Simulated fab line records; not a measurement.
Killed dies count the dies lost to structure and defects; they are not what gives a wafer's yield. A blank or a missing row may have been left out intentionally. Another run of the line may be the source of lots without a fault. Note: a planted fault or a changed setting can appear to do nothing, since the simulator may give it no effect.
A lot that was struck, set against a sound lot || flow sfq line || 14 steps out of a route of 325
Sound: wafers L288.1, L288.5, L288.6. Struck: wafer L283.4 (L283.3, L283.6, from the same lot, were not struck and are left out); the cause is given at the end.
Order at every step that has rows: each side's tool, ch and its chambers, its first start. Under that, the readings that differ: sound wafers || struck wafers || difference of the means || sigmas: that difference in standard deviations of wafers without a fault.
alike: readings with means less than 2 such deviations apart, plus words and numbers identical on both sides. not compared: withheld readings, readings lacking a value on some wafer, bounds such as >300 that could conceal the same value, and numbers that have no deviation in the record and whose values overlap.
Wherever a step has rows on one side only, a row that says differs or no value, or a row with sigmas, the two part there. Non-overlapping numbers with no deviation appear without sigmas and do not part them. A reading missing from all wafers of one side parts the sides only when that side holds two or more wafers.

first, 7 steps without rows for these wafers: SFQ_TRILAYER_JJ_CE_STRIP_SOLV_CLEAN_121 (cleans in NMP, time 600 s); SFQ_TRILAYER_M5_LITHO_COAT_128 (resist thk 62 nm); SFQ_TRILAYER_M5_LITHO_COAT_123 (resist thk 600 nm); SFQ_TRILAYER_M5_LITHO_SOFTBAKE_127; SFQ_TRILAYER_M5_LITHO_EXPOSE_124 (exposes mask M5, target cd 700 nm); SFQ_TRILAYER_M5_LITHO_PEB_126 (peb time 60 s); SFQ_TRILAYER_M5_LITHO_DEVELOP_125 (time 60 s).
SFQ_M5_OVL_MEAS_932:
  sound on overlay-01 at day 64 18:39; struck on overlay-02 at day 64 10:16
  alike: M5_OVL
SFQ_TRILAYER_M5_BARC_OPEN_METAL_ETCH_161: etches BARC in O2, target depth 125 nm, time 41.7 s.
  sound on rie metal-02 ch 0,1, day 64 18:41; struck on rie metal-02 ch 0, day 64 10:20
  alike: drypump motor current A, oes product au
  not compared: rf hours counter h
SFQ_TRILAYER_M5_ETCH_METAL_ETCH_126: etches Nb in Cl2/BCl3, stops on SiO2, time 203.2 s, target depth 265 nm.
  sound on rie metal-02 ch 0,1, day 64 18:45; struck on rie metal-02 ch 0, day 64 10:32
  alike: drypump motor current A, oes product au
  not compared: rf hours counter h
SFQ_TRILAYER_M5_STRIP_STRIP_127: strips in O2.
  sound on rie metal-02 ch 0,1, day 64 18:56; struck on rie metal-02 ch 0, day 64 11:11
  alike: drypump motor current A, oes product au
  not compared: rf hours counter h
then, 1 step without rows for these wafers: SFQ_TRILAYER_M5_STRIP_SOLV_CLEAN_128 (cleans in NMP, time 600 s).
SFQ_TRILAYER_A5B_DEP_PECVD_129: deposits SiO2 from SiH4/N2O, time 133.33 s, target thk 600 nm.
  sound on pecvd-02 ch 0,2, day 64 19:43; struck on pecvd-04 ch 2, day 64 12:10
{"reading": "rf fwd power W (W)", "sound": "181.9 182.5 181.9", "struck": 154.0, "difference": -28.1, "sigmas": -45}
{"reading": "model.SiO2_of_TRILAYER_A5B_DEP_PECVD_129.thk nm (nm)", "sound": "591.5 596.9 597", "struck": 578, "difference": -17, "sigmas": ""}
  alike: heater power w, throttle valve pct
SFQ_TRILAYER_A5B_CMP_CMP_130: polishes, stops on Nb, target thk 340.7 nm.
  sound on cmp-02 ch 0,3, day 64 22:07; struck on cmp-02 ch 0, day 64 13:16
{"reading": "slurry filter dp kPa (kPa)", "sound": "13.84 13.58 13.54", "struck": 13.26, "difference": -0.39, "sigmas": -3}
  alike: motor current A

== WHERE THEY PART ==
Earliest at SFQ_TRILAYER_A5B_DEP_PECVD_129; latest, in this record, at SFQ_TRILAYER_A5B_CMP_CMP_130.

WHY: what had been put in by the simulator
pecvd-04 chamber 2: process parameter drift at SFQ_TRILAYER_A5B_DEP_PECVD_129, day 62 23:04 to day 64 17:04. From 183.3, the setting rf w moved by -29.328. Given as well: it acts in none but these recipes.
